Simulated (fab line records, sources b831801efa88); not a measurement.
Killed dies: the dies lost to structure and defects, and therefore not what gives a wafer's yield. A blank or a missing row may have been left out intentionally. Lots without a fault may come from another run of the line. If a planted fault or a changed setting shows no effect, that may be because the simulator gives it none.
fab line records ; flow gf180mcu
record lots=10; wafers=30; last-day=34
route steps=602 shown NSD@246 PSD@257 SAB@274 SALICIDE@284
lots untouched by any fault: they come from a run of this same line in which no faults occurred
start-h: the number of hours between the record's first day and the start of the first shown wafer of the lot ; wait-h: how many hours have passed since the lot's step before this one ; " repeats the value in the row above ; L1.1+2: a single row standing in for several wafers ; - value missing, or start not given ; * or withheld: withheld ; < > ~ a bound
route shown NAME@n: names a module that has steps shown in the file, with the first one's number in the route ; usual: mean and standard deviation over wafers with no fault ; same: alike in all rows ; chamber/n: place in a boat ; sites: the reading at each site ; _std_site: the values' standard deviation ; _edge_site: the outer-site mean with the inner-site mean subtracted ; radius-mm: for every site, how far away it sits from the centre of the wafer ; mask NAME#n: copy n ; behind: the last tool/chamber to shape the wafer ; hold: why the lot was held/for how many hours/how that ended ; device: the n, p or np transistor that did not switch ; end of line: at the end of the route, the tests of the same wafers ; a step without rows: its recipe alone ; killed: the dies lost at the first sort to structure and to defects; this is not the yield of the wafer ; map: a wafer's dies, x killed, . not, _ none there
set.NAME: the setting the step ran with; set.NAME@STEP: the setting that earlier step ran with ; model.NAME: the simulator's own value behind a step, which no gauge read
route steps across a sampled set of lots; one table per step, one row per wafer
services: the hour from which a tool's chamber was out of use, counted from the record's first day as start-h (under 0 if before that day), plus the number of hours and why
## steps
# step GF_NSD_STRIP_11
# recipe chemistry=O2/N2; power-w=1400; pressure-mtorr=1500; platen-temp-c=250; o2-flow-sccm=3000; n2-flow-sccm=300; overash-fraction=0.5
# usual drypump-motor-current-A=5.9/0.63; heater-power-w=353/32; n2-flow-sccm=299.9/1.1; oes-product-au=0.488/0.0043; strip-time-to-endpoint-s=23.08/0.036
lot.wafer;tool;chamber;start-h;wait-h;drypump-motor-current-A;heater-power-w;n2-flow-sccm;oes-product-au;rf-hours-counter-h;strip-time-to-endpoint-s
L721.4;plasma-asher-01;0;331.80;0.1;6.6;362;299.8;0.487;-;23.04
L721.5;plasma-asher-01;0;331.80;0.1;6.6;359;301.2;0.494;-;23.04
L721.6;plasma-asher-01;1;331.80;0.1;6.5;362;300.5;0.486;-;23.06
L724.2;plasma-asher-02;1;346.26;0.1;6.2;359;301.4;0.488;59;23.11
L724.3;plasma-asher-02;0;346.26;0.1;6.0;295;299.6;0.488;-;23.09
L724.5;plasma-asher-02;1;346.26;0.1;6.2;353;299.8;0.483;-;23.11
L726.3;plasma-asher-01;1;358.55;0.1;6.5;348;300.9;0.487;-;23.06
L726.4;plasma-asher-01;0;358.55;0.1;6.6;367;301.5;0.490;-;23.11
L726.5;plasma-asher-01;0;358.55;0.1;6.6;365;300.4;0.482;-;23.08
L728.1;plasma-asher-03;1;378.86;0.1;4.9;353;302.5;0.489;68;23.07
L728.2;plasma-asher-03;0;378.86;0.1;5.3;395;299.6;0.495;68;23.15
L728.4;plasma-asher-03;1;378.86;0.1;4.9;349;302.0;0.491;-;23.10
L729.2;plasma-asher-01;1;388.26;0.1;6.5;358;300.6;0.488;27;23.10
L729.3;plasma-asher-01;1;388.26;0.1;6.5;346;300.4;0.489;-;23.07
L729.5;plasma-asher-01;0;388.26;0.1;6.6;368;300.1;0.485;-;23.11
L734.1;plasma-asher-01;1;429.67;0.1;6.5;345;299.9;0.491;31;23.05
L734.2;plasma-asher-01;0;429.67;0.1;6.6;373;300.2;0.494;31;23.04
L734.3;plasma-asher-01;1;429.67;0.1;6.5;355;298.9;0.485;-;23.02
L736.4;plasma-asher-03;0;448.25;0.1;5.3;404;299.0;0.483;-;23.07
L736.5;plasma-asher-03;0;448.25;0.1;5.3;396;298.7;0.490;-;23.08
L736.6;plasma-asher-03;1;448.25;0.1;4.9;308;299.3;0.487;-;23.11
L737.1;plasma-asher-01;1;456.91;0.1;6.5;356;299.4;0.487;34;23.08
L737.2;plasma-asher-01;0;456.91;0.1;6.6;365;300.9;0.499;34;23.10
L737.3;plasma-asher-01;1;456.91;0.1;6.5;347;301.1;0.483;-;23.09
L739.4;plasma-asher-01;0;467.45;0.1;6.6;373;299.7;0.489;-;23.05
L739.5;plasma-asher-01;1;467.45;0.1;6.5;346;299.9;0.487;-;23.09
L739.6;plasma-asher-01;0;467.45;0.1;6.6;361;300.8;0.490;-;23.05
L740.2;plasma-asher-03;1;476.56;0.1;4.9;318;302.9;0.480;4;23.13
L740.4;plasma-asher-03;0;476.56;0.1;5.3;406;300.5;0.492;-;23.14
L740.6;plasma-asher-03;1;476.56;0.1;4.9;308;300.5;0.492;-;23.11
# step GF_PSD_IMPLANT_09
# recipe species=BF2; energy-kev=40; dose-cm2=1.5e+15; tilt-deg=7
# usual dose-ions-cm2=1.4999e+15/1.4e+12; end-station-pressure-torr=1.16e-05/5.3e-07; faraday-current-uA=8256/160
lot.wafer;tool;chamber;start-h;wait-h;dose-ions-cm2;end-station-pressure-torr;faraday-current-uA
L721.4;implanter-03;0;352.99;0.1;1.4993e+15;1.08e-05;8218
L721.5;implanter-03;0;352.99;0.1;1.4981e+15;1.18e-05;8431
L721.6;implanter-03;0;352.99;0.1;1.5e+15;1.16e-05;8168
L724.2;implanter-03;0;368.54;0.0;1.4973e+15;1.13e-05;8187
L724.3;implanter-03;0;368.54;0.0;1.5015e+15;1.28e-05;8314
L724.5;implanter-03;0;368.54;0.0;1.4993e+15;1.12e-05;8377
L726.3;implanter-03;0;380.82;0.1;1.0684e+15;9.2e-06;6045
L726.4;implanter-03;0;380.82;0.1;1.0671e+15;9.9e-06;5996
L726.5;implanter-03;0;380.82;0.1;1.0688e+15;1.01e-05;5866
L728.1;implanter-03;0;401.66;0.0;1.0701e+15;9.5e-06;5803
L728.2;implanter-03;0;401.66;0.0;1.0707e+15;9.6e-06;5989
L728.4;implanter-03;0;401.66;0.0;1.0686e+15;1e-05;5807
L729.2;implanter-03;0;409.71;0.0;1.069e+15;1.03e-05;6139
L729.3;implanter-03;0;409.71;0.0;1.0677e+15;1.02e-05;5844
L729.5;implanter-03;0;409.71;0.0;1.0673e+15;1e-05;5947
L734.1;implanter-01;0;453.46;0.0;1.4976e+15;1.19e-05;8354
L734.2;implanter-01;0;453.46;0.0;1.498e+15;1.15e-05;8255
L734.3;implanter-01;0;453.46;0.0;1.5011e+15;1.26e-05;8150
L736.4;implanter-04;0;472.12;0.2;1.5004e+15;1.09e-05;8351
L736.5;implanter-04;0;472.12;0.2;1.5002e+15;1.17e-05;8069
L736.6;implanter-04;0;472.12;0.2;1.5026e+15;1.13e-05;7990
L737.1;implanter-03;0;480.54;0.0;1.5024e+15;1.13e-05;7885
L737.2;implanter-03;0;480.54;0.0;1.499e+15;1.15e-05;8365
L737.3;implanter-03;0;480.54;0.0;1.4987e+15;1.16e-05;8268
L739.4;implanter-03;0;491.46;0.1;1.4987e+15;1.13e-05;8563
L739.5;implanter-03;0;491.46;0.1;1.4989e+15;1.15e-05;8400
L739.6;implanter-03;0;491.46;0.1;1.4993e+15;1.14e-05;8273
L740.2;implanter-04;0;500.66;0.0;1.4997e+15;1.13e-05;8214
L740.4;implanter-04;0;500.66;0.0;1.4982e+15;1.22e-05;8071
L740.6;implanter-04;0;500.66;0.0;1.4999e+15;1.15e-05;7910
# step GF_PSD_STRIP_10
# recipe chemistry=O2/N2; power-w=1400; pressure-mtorr=1500; platen-temp-c=250; o2-flow-sccm=3000; n2-flow-sccm=300; overash-fraction=0.5
# usual drypump-motor-current-A=5.7/0.56; heater-power-w=337/36; n2-flow-sccm=300.0/0.94; oes-product-au=0.592/0.0052; strip-time-to-endpoint-s=16.53/0.041
lot.wafer;tool;chamber;start-h;wait-h;drypump-motor-current-A;heater-power-w;n2-flow-sccm;oes-product-au;rf-hours-counter-h;strip-time-to-endpoint-s
L721.4;plasma-asher-01;0;353.10;0.1;6.6;364;299.6;0.600;-;16.44
L721.5;plasma-asher-01;1;353.10;0.1;6.5;348;301.1;0.596;-;16.49
L721.6;plasma-asher-01;0;353.10;0.1;6.6;368;299.9;0.594;-;16.42
L724.2;plasma-asher-03;1;368.66;0.1;4.9;342;298.7;0.594;67;16.56
L724.3;plasma-asher-03;0;368.66;0.1;5.3;393;301.0;0.593;-;16.56
L724.5;plasma-asher-03;0;368.66;0.1;5.3;401;301.7;0.584;-;16.60
L726.3;plasma-asher-03;0;380.95;0.1;5.3;396;300.0;0.618;-;15.50
L726.4;plasma-asher-03;1;380.95;0.1;4.9;347;300.0;0.609;-;15.45
L726.5;plasma-asher-03;0;380.95;0.1;5.3;401;298.9;0.619;-;15.49
L728.1;plasma-asher-04;1;401.81;0.1;5.6;331;300.0;0.614;77;15.50
L728.2;plasma-asher-04;0;401.81;0.1;5.6;285;301.1;0.601;77;15.50
L728.4;plasma-asher-04;1;401.81;0.1;5.6;338;299.6;0.621;-;15.52
L729.2;plasma-asher-04;0;409.84;0.1;5.6;286;299.8;0.616;77;15.52
L729.3;plasma-asher-04;1;409.84;0.1;5.6;335;299.8;0.616;-;15.53
L729.5;plasma-asher-04;0;409.84;0.1;5.6;287;299.5;0.619;-;15.51
L734.1;plasma-asher-01;1;453.61;0.1;6.5;349;298.4;0.597;34;16.51
L734.2;plasma-asher-01;0;453.61;0.1;6.6;370;300.5;0.589;34;16.55
L734.3;plasma-asher-01;1;453.61;0.1;6.5;335;298.8;0.598;-;16.52
L736.4;plasma-asher-04;0;472.23;0.1;5.6;295;299.5;0.591;-;16.46
L736.5;plasma-asher-04;1;472.23;0.1;5.6;332;301.4;0.598;-;16.47
L736.6;plasma-asher-04;0;472.23;0.1;5.6;288;298.9;0.593;-;16.48
L737.1;plasma-asher-04;0;480.69;0.1;5.6;283;301.5;0.593;85;16.43
L737.2;plasma-asher-04;1;480.69;0.1;5.5;329;300.0;0.591;85;16.44
L737.3;plasma-asher-04;1;480.69;0.1;5.6;343;299.6;0.579;-;16.45
L739.4;plasma-asher-01;0;491.57;0.1;6.6;367;300.8;0.595;-;16.54
L739.5;plasma-asher-01;0;491.57;0.1;6.6;367;300.2;0.595;-;16.49
L739.6;plasma-asher-01;1;491.57;0.1;6.5;337;300.4;0.596;-;16.51
L740.2;plasma-asher-03;0;500.79;0.1;5.3;404;299.8;0.588;7;16.53
L740.4;plasma-asher-03;1;500.79;0.1;4.9;311;301.0;0.587;-;16.54
L740.6;plasma-asher-03;0;500.79;0.1;5.3;410;298.9;0.594;-;16.54
# step GF_PSD_TW_MEAS_11
# usual PSD_TW=3174/23
lot.wafer;tool;chamber;start-h;wait-h;PSD_TW
L721.4;film-metro-02;-;353.20;0.1;3143
L721.5;film-metro-02;-;353.20;0.1;3172
L721.6;film-metro-02;-;353.20;0.1;3152
L724.2;film-metro-03;-;368.77;0.1;3185
L724.3;film-metro-03;-;368.77;0.1;3188
L724.5;film-metro-03;-;368.77;0.1;3205
L726.3;film-metro-02;-;381.04;0.1;2920
L726.4;film-metro-02;-;381.04;0.1;2896
L726.5;film-metro-02;-;381.04;0.1;2921
L728.1;film-metro-04;-;401.91;0.1;2959
L728.2;film-metro-04;-;401.91;0.1;2960
L728.4;film-metro-04;-;401.91;0.1;2946
L729.2;film-metro-02;-;409.95;0.1;2944
L729.3;film-metro-02;-;409.95;0.1;2939
L729.5;film-metro-02;-;409.95;0.1;2937
L734.1;film-metro-04;-;453.71;0.1;3182
L734.2;film-metro-04;-;453.71;0.1;3156
L734.3;film-metro-04;-;453.71;0.1;3169
L736.4;film-metro-03;-;472.33;0.1;3201
L736.5;film-metro-03;-;472.33;0.1;3206
L736.6;film-metro-03;-;472.33;0.1;3185
L737.1;film-metro-02;-;480.79;0.1;3162
L737.2;film-metro-02;-;480.79;0.1;3164
L737.3;film-metro-02;-;480.79;0.1;3174
L739.4;film-metro-02;-;491.67;0.1;3151
L739.5;film-metro-02;-;491.67;0.1;3174
L739.6;film-metro-02;-;491.67;0.1;3162
L740.2;film-metro-02;-;500.90;0.1;3161
L740.4;film-metro-02;-;500.90;0.1;3156
L740.6;film-metro-02;-;500.90;0.1;3166
# step GF_PSD_RS_MEAS_15
# recipe thk-meas-gauge=four-point-probe
# usual PSD_RS=108.61/0.27
lot.wafer;tool;chamber;start-h;wait-h;PSD_RS[ohm/sq]
L721.4;film-metro-04;-;353.54;0.1;108.37
L721.5;film-metro-04;-;353.54;0.1;108.39
L721.6;film-metro-04;-;353.54;0.1;108.25
L724.2;film-metro-04;-;369.09;0.1;108.72
L724.3;film-metro-04;-;369.09;0.1;108.52
L724.5;film-metro-04;-;369.09;0.1;108.61
L726.3;film-metro-04;-;381.42;0.1;128.30
L726.4;film-metro-04;-;381.42;0.1;128.29
L726.5;film-metro-04;-;381.42;0.1;128.76
L728.1;film-metro-02;-;402.23;0.1;128.59
L728.2;film-metro-02;-;402.23;0.1;129.09
L728.4;film-metro-02;-;402.23;0.1;128.77
L729.2;film-metro-04;-;410.27;0.1;128.18
L729.3;film-metro-04;-;410.27;0.1;128.16
L729.5;film-metro-04;-;410.27;0.1;127.74
L734.1;film-metro-04;-;454.02;0.1;108.61
L734.2;film-metro-04;-;454.02;0.1;108.39
L734.3;film-metro-04;-;454.02;0.1;108.43
L736.4;film-metro-03;-;472.73;0.1;108.71
L736.5;film-metro-03;-;472.73;0.1;108.31
L736.6;film-metro-03;-;472.73;0.1;108.68
L737.1;film-metro-03;-;481.15;0.1;108.30
L737.2;film-metro-03;-;481.15;0.1;108.58
L737.3;film-metro-03;-;481.15;0.1;108.42
L739.4;film-metro-04;-;492.01;0.1;108.84
L739.5;film-metro-04;-;492.01;0.1;108.50
L739.6;film-metro-04;-;492.01;0.1;108.36
L740.2;film-metro-04;-;501.22;0.1;108.27
L740.4;film-metro-04;-;501.22;0.1;108.11
L740.6;film-metro-04;-;501.22;0.1;108.39
# step GF_SAB_OVL_MEAS_10
# usual SAB_OVL=-0.9/1.3
lot.wafer;tool;chamber;start-h;wait-h;SAB_OVL[nm]
L721.4;overlay-01;-;375.75;0.1;-1.4
L721.5;overlay-01;-;375.75;0.1;-1.6
L721.6;overlay-01;-;375.75;0.1;1.1
L724.2;overlay-01;-;391.71;0.1;-0.1
L724.3;overlay-01;-;391.71;0.1;-2.1
L724.5;overlay-01;-;391.71;0.1;-2.7
L726.3;overlay-02;-;404.09;0.1;-1.8
L726.4;overlay-02;-;404.09;0.1;-1.9
L726.5;overlay-02;-;404.09;0.1;-0.5
L728.1;overlay-01;-;425.52;0.1;-2.9
L728.2;overlay-01;-;425.52;0.1;-1.2
L728.4;overlay-01;-;425.52;0.1;-2.7
L729.2;overlay-01;-;434.04;0.1;-1.5
L729.3;overlay-01;-;434.04;0.1;-2.0
L729.5;overlay-01;-;434.04;0.1;-1.5
L734.1;overlay-02;-;478.50;0.1;-0.9
L734.2;overlay-02;-;478.50;0.1;-1.5
L734.3;overlay-02;-;478.50;0.1;-1.2
L736.4;overlay-01;-;496.57;0.1;-0.8
L736.5;overlay-01;-;496.57;0.1;1.9
L736.6;overlay-01;-;496.57;0.1;0.4
L737.1;overlay-01;-;505.37;0.1;-1.4
L737.2;overlay-01;-;505.37;0.1;0.4
L737.3;overlay-01;-;505.37;0.1;-1.2
L739.4;overlay-02;-;515.05;0.1;-1.5
L739.5;overlay-02;-;515.05;0.1;-3.4
L739.6;overlay-02;-;515.05;0.1;-2.6
L740.2;overlay-01;-;524.33;0.1;1.9
L740.4;overlay-01;-;524.33;0.1;1.0
L740.6;overlay-01;-;524.33;0.1;2.4
# step GF_SALICIDE_RTA_06
# recipe temp-c=530; time-s=30; ambient=N2
# usual anneal-temp-c-max=532.8/1.3; lamp-power-pct=6.14/0.078; wafer_temp_C_max=532.2/0.48
lot.wafer;tool;chamber;start-h;wait-h;anneal-temp-c-max;lamp-power-pct;wafer_temp_C_max
L721.4;rtp-anneal-01;0;376.44;0.1;531.6;6.06;531.6
L721.5;rtp-anneal-01;0;376.44;0.1;531.7;6.06;532.0
L721.6;rtp-anneal-01;0;376.44;0.1;531.6;6.06;532.1
L724.2;rtp-anneal-01;0;392.48;0.1;531.0;6.06;532.8
L724.3;rtp-anneal-01;0;392.48;0.1;532.0;6.06;532.7
L724.5;rtp-anneal-01;0;392.48;0.1;532.1;6.06;532.5
L726.3;rtp-anneal-01;0;404.72;0.1;531.5;6.05;532.5
L726.4;rtp-anneal-01;0;404.72;0.1;531.8;6.06;532.2
L726.5;rtp-anneal-01;0;404.72;0.1;531.0;6.05;532.0
L728.1;rtp-anneal-01;0;426.18;0.1;530.8;6.06;532.5
L728.2;rtp-anneal-01;0;426.18;0.1;531.3;6.05;532.0
L728.4;rtp-anneal-01;0;426.18;0.1;531.2;6.06;532.4
L729.2;rtp-anneal-01;0;434.65;0.1;531.3;6.07;532.9
L729.3;rtp-anneal-01;0;434.65;0.1;531.5;6.06;532.3
L729.5;rtp-anneal-01;0;434.65;0.1;531.7;6.06;532.1
L734.1;rtp-anneal-02;0;479.12;0.1;534.8;6.21;531.5
L734.2;rtp-anneal-02;0;479.12;0.1;534.6;6.20;532.9
L734.3;rtp-anneal-02;0;479.12;0.1;533.4;6.21;532.4
L736.4;rtp-anneal-02;0;497.21;0.1;533.3;6.22;532.0
L736.5;rtp-anneal-02;0;497.21;0.1;533.8;6.22;531.9
L736.6;rtp-anneal-02;0;497.21;0.1;535.2;6.22;531.5
L737.1;rtp-anneal-02;0;505.98;0.1;533.8;6.22;531.7
L737.2;rtp-anneal-02;0;505.98;0.1;534.0;6.22;532.3
L737.3;rtp-anneal-02;0;505.98;0.1;534.8;6.22;531.7
L739.4;rtp-anneal-02;0;515.69;0.1;533.5;6.22;531.9
L739.5;rtp-anneal-02;0;515.69;0.1;535.7;6.22;531.8
L739.6;rtp-anneal-02;0;515.69;0.1;534.1;6.22;532.1
L740.2;rtp-anneal-01;0;525.08;0.1;531.3;6.06;533.0
L740.4;rtp-anneal-01;0;525.08;0.1;532.1;6.07;532.6
L740.6;rtp-anneal-01;0;525.08;0.1;531.5;6.06;533.5
## services
tool;chamber;start-h;hours;kind
plasma-asher-03;-;308.31;2.8;pm
implanter-04;-;320.00;4.6;pm
implanter-04;-;329.46;4.9;pm
plasma-asher-03;-;333.09;1.4;repair
implanter-03;-;335.59;1.6;repair
plasma-asher-03;-;355.68;3.4;repair
implanter-04;-;359.64;3.3;repair
rtp-anneal-01;-;381.33;3.1;pm
implanter-04;-;394.05;0.7;repair
implanter-01;-;394.91;3.2;repair
implanter-04;-;400.23;4.9;repair
implanter-01;-;402.15;12.2;pm
plasma-asher-04;-;402.74;3.0;repair
plasma-asher-03;-;421.30;9.0;pm
plasma-asher-03;0;421.30;9.0;vent-cycle
implanter-04;-;457.73;2.0;repair
rtp-anneal-01;-;465.16;58.1;pm
implanter-01;-;470.55;12.5;pm
implanter-03;-;471.48;1.6;repair
plasma-asher-02;-;480.21;5.7;repair
plasma-asher-02;-;487.18;1.8;repair
implanter-03;-;508.42;5.4;pm
rtp-anneal-02;-;523.29;4.1;pm
plasma-asher-02;-;524.30;7.0;repair
## key
first-sign step=GF_PSD_IMPLANT_09; reading=dose-ions-cm2; direction=down; sigmas=99+; usual=1.4999e+15; struck=1.0686e+15
effect step=GF_PSD_IMPLANT_09; reading=faraday-current-uA; direction=down; sigmas=14; usual=8256; struck=5937
effect step=GF_PSD_STRIP_10; reading=strip-time-to-endpoint-s; direction=down; sigmas=25; usual=*; struck=*
effect step=GF_PSD_TW_MEAS_11; reading=PSD_TW; direction=down; sigmas=10; usual=3174; struck=2936
effect step=GF_PSD_RS_MEAS_15; reading=PSD_RS; direction=up; sigmas=74; usual=108.61; struck=128.43
met-at GF_PSD_IMPLANT_09
struck-lots L726,L728,L729
tester-left-out L726,L728,L729
not-acting-at GF_NSD_STRIP_11,GF_SAB_OVL_MEAS_10,GF_SALICIDE_RTA_06
onset-between 368.54 380.82
fault kind=process-parameter-drift; tool=implanter-03; chamber=-; onset-h=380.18; steps=GF_PSD_IMPLANT_09; channel=dose-cm2; offset=-4.3132e+14; shape=step; end-h=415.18; acts-in=these-recipes-only; stated=1.5e+15
# tester-left-out: of these lots the tester's yield and bins aren't shown, on N5 and GAA mostly nor the transistor test; their killed dies are dies lost to structure and defects alone, not to doping, threshold or leakage, so they don't give the yield
